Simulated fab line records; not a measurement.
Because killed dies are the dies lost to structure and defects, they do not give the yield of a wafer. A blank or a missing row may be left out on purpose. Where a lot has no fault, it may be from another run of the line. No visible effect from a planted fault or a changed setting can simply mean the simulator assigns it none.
A struck lot beside a sound one / flow sky130 / 37 steps out of a route of 708
Sound: the wafers L467.3, L467.4, L467.6. Struck: wafer L456.2. (L456.3, L456.4 of the same lot were not struck and are left out.) The cause comes at the end.
Per side, at each step with rows, come the tool, then ch with its chambers, and then its first start. Under that, the readings that differ: sound wafers / struck wafers / difference of the means / sigmas: that difference in standard deviations of wafers without a fault.
alike: readings whose means differ by less than 2 such deviations, and words and numbers that are the same on both sides. not compared: withheld readings, readings that some wafer has no value for, bounds like >300 that may hide the same value, and numbers for which the record gives no deviation and whose values overlap.
The two part at a step that has a row with sigmas, a row that says differs or no value, or rows on one side only. When numbers do not overlap yet have no deviation, they are printed without sigmas and do not part them. A reading missing from all wafers of one side parts the sides only when that side holds two or more wafers.

first, 10 steps without rows for these wafers: SKY_DNWELL_DEVELOP_06 (develop time 60 s); SKY_DNWELL_IMPLANT_07; SKY_DNWELL_STRIP_08 (strips in O2/N2); SKY_PWDE_DEHYDRATE_00 (time 60 s); SKY_PWDE_HMDS_01 (prime time 60 s); SKY_PWDE_COAT_02 (resist thk 3000 nm); SKY_PWDE_SOFTBAKE_03; SKY_PWDE_EXPOSE_04 (exposes mask PWDEM, target cd 840 nm); SKY_PWDE_PEB_05; SKY_PWDE_DEVELOP_06 (develop time 60 s).
SKY_PWDE_IMPLANT_08:
  sound on implanter-02 ch 0, day 7 01:16; struck on implanter-01 ch 0, day 4 12:11
reading=beam_on_s (s); sound=9.61 9.95 10.26; struck=14.61; difference=+4.67; sigmas=+22
reading=faraday_current_uA; sound=21.1 20.4 19.8; struck=13.9; difference=-6.5; sigmas=-16
then, 1 step without rows for these wafers: SKY_PWDE_STRIP_09 (strips in O2/N2).
SKY_PWDE_TW_MEAS_10:
  sound on film_metro-04 at day 7 01:29; struck on film_metro-01 at day 4 12:25
reading=PWDE_TW; sound=378.3 379.6 377.6; struck=421.5; difference=+43.0; sigmas=+16
then, 22 steps without rows for these wafers: SKY_NWELL_DEHYDRATE_03 (time 60 s); SKY_NWELL_HMDS_04 (prime time 60 s); SKY_NWELL_COAT_05 (resist thk 3000 nm); SKY_NWELL_SOFTBAKE_06; SKY_NWELL_EXPOSE_07 (exposes mask NWM, target cd 840 nm); SKY_NWELL_PEB_08; SKY_NWELL_DEVELOP_09 (develop time 60 s); SKY_NWELL_IMPLANT_11; SKY_NWELL_IMPLANT_12; SKY_NWELL_IMPLANT_13; SKY_NWELL_STRIP_14 (strips in O2/N2); SKY_NWELL_DEHYDRATE_16 (time 60 s); SKY_NWELL_HMDS_17 (prime time 60 s); SKY_NWELL_COAT_18 (resist thk 3000 nm); SKY_NWELL_SOFTBAKE_19; SKY_NWELL_EXPOSE_20 (exposes mask NWM COMPLEMENT, target cd 840 nm); SKY_NWELL_PEB_21; SKY_NWELL_DEVELOP_22 (develop time 60 s); SKY_NWELL_IMPLANT_24; SKY_NWELL_STRIP_25 (strips in O2/N2); SKY_NWELL_CLEAN_27 (cleans in SC1/SC2, time 150 s); SKY_NWELL_RTA_28 (time 30 s).
SKY_NWELL_RS_MEAS_31: a four-point-probe measurement.
  sound on film_metro-02 at day 8 16:30; struck on film_metro-04 at day 6 00:20
reading=PWDE_RS (ohm/sq); sound=5322 5330 5315; struck=3981; difference=-1341; sigmas=-64
-- the record jumps here: 40 days lie between the struck wafers' starts before and after (it left off in module NWELL and takes up again in module PAD_OPEN, whose first step shown is number 708 of the route) --
SKY_PAD_OPEN_PROBE_99:
  sound on prober-02 at day 48 15:42; struck on prober-01 at day 46 08:02
reading=model.etest.res_p_drift_20v.line_ohm_um; sound=1.135e+04 1.076e+04 1.13e+04; struck=8783; difference=-2354; sigmas=
reading=model.etest.res_p_drift_20v.rs_ohm_sq; sound=9482 9003 9439; struck=7295; difference=-2013; sigmas=
reading=model.etest.res_pwde_under_gate.rs_ohm_sq; sound=6190 6195 6211; struck=4472; difference=-1727; sigmas=
  alike: killed_at_M0_to_M3, killed_at_M4_up, killed_at_contacts, killed_at_front_end, killed_at_other, killed_dies, killed_open, killed_short

## WHERE THEY PART
Earliest at SKY_PWDE_IMPLANT_08; latest, in this record, at SKY_NWELL_RS_MEAS_31. Later steps at which nothing parts them and some readings are alike: SKY_PAD_OPEN_PROBE_99.

WHY: the cause the simulator had injected
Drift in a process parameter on implanter-01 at SKY_PWDE_IMPLANT_08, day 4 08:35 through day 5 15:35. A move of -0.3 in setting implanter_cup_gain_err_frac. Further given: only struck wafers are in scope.
